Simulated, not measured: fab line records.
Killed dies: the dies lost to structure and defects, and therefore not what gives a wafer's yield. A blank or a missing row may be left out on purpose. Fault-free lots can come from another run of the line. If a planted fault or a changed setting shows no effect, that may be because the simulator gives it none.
The tool behind it: which one?	flow sky130	12 lots with 33 wafers sampled at 7 steps, on a route of 708 steps

WHAT THE GAUGES READ, wafer by wafer
SKY_LOCAL_INTERCONNECT_CD_MEAS_11 targets a cd of 170 nm.
lot	measured	on	cd_nm (nm)
L739	day 31 17:27	cd_sem-02	169.2 168.6 169.7
L740	day 32 00:41	cd_sem-01	168.4 168.8 170.6
L742	day 32 13:21	cd_sem-02	169.1 169.6 169.1
L745	day 33 10:44	cd_sem-02	167.5 168.3 169.0
L747	day 34 09:12	cd_sem-01	168.4 169.3 169.7
L748	day 34 11:43	cd_sem-02	171.3 171.2
L749	day 34 22:43	cd_sem-01	169.5 171.8
L750	day 35 03:28	cd_sem-01	166.9 168.2
L752	day 35 11:27	cd_sem-01	170.0 169.7 170.3
L756	day 37 00:25	cd_sem-02	170.5 170.9 171.0
L757	day 37 02:31	cd_sem-01	169.2 167.5 168.2
L759	day 37 20:07	cd_sem-02	168.0 169.0 167.0

SKY_CONTACT_RS_MEAS_25: the measuring method here is four-point-probe.
lot	measured	on	CONTACT_W_RS (ohm/sq)
L739	day 32 23:47	film_metro-03	0.349 0.340 0.349
L740	day 33 06:38	film_metro-02	0.346 0.348 0.341
L742	day 33 18:25	film_metro-02	0.336 0.338 0.336
L745	day 34 15:17	film_metro-03	0.350 0.341 0.351
L747	day 35 14:10	film_metro-01	0.343 0.344 0.347
L748	day 35 16:44	film_metro-02	0.334 0.254 0.334 0.254
L749	day 36 03:38	film_metro-03	0.339 0.252 0.339 0.252
L750	day 36 08:29	film_metro-02	0.347 0.256 0.347 0.257
L752	day 36 15:56	film_metro-03	0.343 0.344 0.343
L756	day 38 05:11	film_metro-01	0.340 0.341 0.339
L757	day 38 07:01	film_metro-03	0.340 0.344 0.339
L759	day 39 00:01	film_metro-03	0.347 0.349 0.347

SKY_CONTACT_THK_MEAS_26: measures by xrf.
lot	measured	on	CONTACT_W_THK (nm)
L739	day 32 23:53	film_metro-03	332 338 331
L740	day 33 06:44	film_metro-02	329 326 337
L742	day 33 18:31	film_metro-02	339 337 340
L745	day 34 15:23	film_metro-03	332 339 331
L747	day 35 14:17	film_metro-01	336 334 332
L748	day 35 23:58	film_metro-02	340 450 342 448
L749	day 36 06:44	film_metro-03	344 463 343 460
L750	day 36 14:20	film_metro-02	329 444 326 441
L752	day 36 16:04	film_metro-03	339 337 341
L756	day 38 05:17	film_metro-01	340 337 337
L757	day 38 07:07	film_metro-03	343 340 342
L759	day 39 00:08	film_metro-03	334 335 336

SKY_METAL1_OVL_MEAS_16.
lot	measured	on	METAL1_OVL (nm)
L739	day 34 03:31	overlay-02	6 1 -1
L740	day 34 08:59	overlay-02	7 3 5
L742	day 34 21:31	overlay-02	8 4 11
L745	day 35 18:14	overlay-02	-5 1 -9
L747	day 36 17:28	overlay-01	3 3 2
L748	day 36 19:48	overlay-02	-2 -12
L749	day 37 06:25	overlay-01	7 15
L750	day 37 11:22	overlay-02	4 0
L752	day 37 18:29	overlay-01	3 9 7
L756	day 39 06:35	overlay-01	2 -6 -1
L757	day 39 08:56	overlay-02	2 -5 5
L759	day 40 01:25	overlay-01	10 8 12

SKY_VIA1_THK_MEAS_01.
lot	measured	on	VIA1_HDPCVD_THK (nm)
L739	day 34 04:26	film_metro-04	1007 1028 1025
L740	day 34 09:56	film_metro-04	1011 1034 1009
L742	day 34 22:29	film_metro-04	1023 1041 1020
L745	day 35 19:10	film_metro-03	1042 1021 1034
L747	day 36 18:26	film_metro-03	1016 1025 1015
L748	day 36 20:43	film_metro-03	1025 1017
L749	day 37 07:20	film_metro-04	1032 1018
L750	day 37 12:17	film_metro-02	1040 1038
L752	day 37 19:24	film_metro-03	1021 1028 1013
L756	day 39 07:31	film_metro-04	1032 1047 1041
L757	day 39 09:53	film_metro-02	1016 1026 1039
L759	day 40 02:21	film_metro-03	1013 1014 1028

EACH LOT AND THE TOOL THAT RAN IT (in order: tool; ch and the chambers of the sampled wafers; start)
lot	SKY_CONTACT_CVD_24	SKY_CONTACT_CMP_27
L739	cvd_w-02 ch 0,1, day 32 23:40	cmp-01 ch 1,2, day 32 23:55
L740	cvd_w-02 ch 0,1, day 33 06:31	cmp-01 ch 0,1,2, day 33 06:55
L742	cvd_w-01 ch 0,1, day 33 18:18	cmp-01 ch 0,3, day 33 18:33
L745	cvd_w-02 ch 0,1, day 34 15:10	cmp-02 ch 0,1,2, day 34 15:31
L747	cvd_w-02 ch 1, day 35 14:04	cmp-01 ch 1,2, day 35 14:21
L748	cvd_w-02 ch 0,1, day 35 16:37	cmp-02 ch 2,3, day 36 01:22
L749	cvd_w-02 ch 0, day 36 03:31	cmp-01 ch 0,2, day 36 11:33
L750	cvd_w-02 ch 1, day 36 08:21	cmp-01 ch 2,3, day 36 18:18
L752	cvd_w-01 ch 0,1, day 36 15:50	cmp-01 ch 1,2,3, day 36 16:07
L756	cvd_w-01 ch 0,1, day 38 05:03	cmp-01 ch 0,1,3, day 38 05:20
L757	cvd_w-01 ch 0,1, day 38 06:53	cmp-01 ch 0,1,3, day 38 07:17
L759	cvd_w-02 ch 1, day 38 23:47	cmp-01 ch 0,2, day 39 00:11
- SKY_CONTACT_CVD_24: deposits W, target thk 340 nm, time 102.12 s.
- SKY_CONTACT_CMP_27: polishes, stops on SiO2, t overpolish 15 s, target thk 0 nm.

WHAT THE TOOLS THEMSELVES READ (means of the sampled wafers that have a number; where no wafer has one, the mark that the record gives instead)
SKY_CONTACT_CVD_24.
lot	tool	heater_power_w (W)
L739	cvd_w-02	751
L740	cvd_w-02	756
L742	cvd_w-01	745
L745	cvd_w-02	750
L747	cvd_w-02	796
L748	cvd_w-02	739
L749	cvd_w-02	684
L750	cvd_w-02	789
L752	cvd_w-01	780
L756	cvd_w-01	768
L757	cvd_w-01	742
L759	cvd_w-02	791

SKY_CONTACT_CMP_27.
lot	tool	motor_current_A (A)	time_to_endpoint_s (s)
L739	cmp-01	9.9	76
L740	cmp-01	11.1	77
L742	cmp-01	11.4	81
L745	cmp-02	11.8	78
L747	cmp-01	10.7	81
L748	cmp-02	12.2	98
L749	cmp-01	12.8	92
L750	cmp-01	11.8	98
L752	cmp-01	10.2	80
L756	cmp-01	10.7	81
L757	cmp-01	10.4	82
L759	cmp-01	12.3	73

THE ANSWER, worked out from the rows above alone
Rule: the lots themselves supply what counts as usual. The widest of any qualifying gaps counts: lots, ordered by their means at a reading, are off when they make up no more than a third of the lots, leave a main group of 4 or more, and stand apart from it by 3 or more times the standard deviation of that group's means. The tables above print the reading to a certain number of digits; a main group whose means all agree to those digits is not used. Also off: a lot with no number at a reading for which 4 or more lots have one. All remaining lots with rows at the step are treated as sound. After the gauges, taken in route order, come the tools' own readings; for these a lot's mean is taken, as printed above. The first step at which some lot is off is used, and at that step the reading that is off furthest; a lot without a number counts as furthest.
Off: at SKY_CONTACT_RS_MEAS_25 (CONTACT_W_RS), L748, L749, L750. Main group: mean 0.344 ohm/sq, sd 0.0035.
If a tool, at a process step before that reading, ran all the lots that are off and no sound lot after the first of them, it fits. The gauges at SKY_CONTACT_RS_MEAS_25 aren't tried: what is off there is off at SKY_CONTACT_CMP_27 too, on other tools, and a gauge's error can't cause that. Not one of the candidates tried fits.

WHAT WAS PUT IN BY THE SIMULATOR
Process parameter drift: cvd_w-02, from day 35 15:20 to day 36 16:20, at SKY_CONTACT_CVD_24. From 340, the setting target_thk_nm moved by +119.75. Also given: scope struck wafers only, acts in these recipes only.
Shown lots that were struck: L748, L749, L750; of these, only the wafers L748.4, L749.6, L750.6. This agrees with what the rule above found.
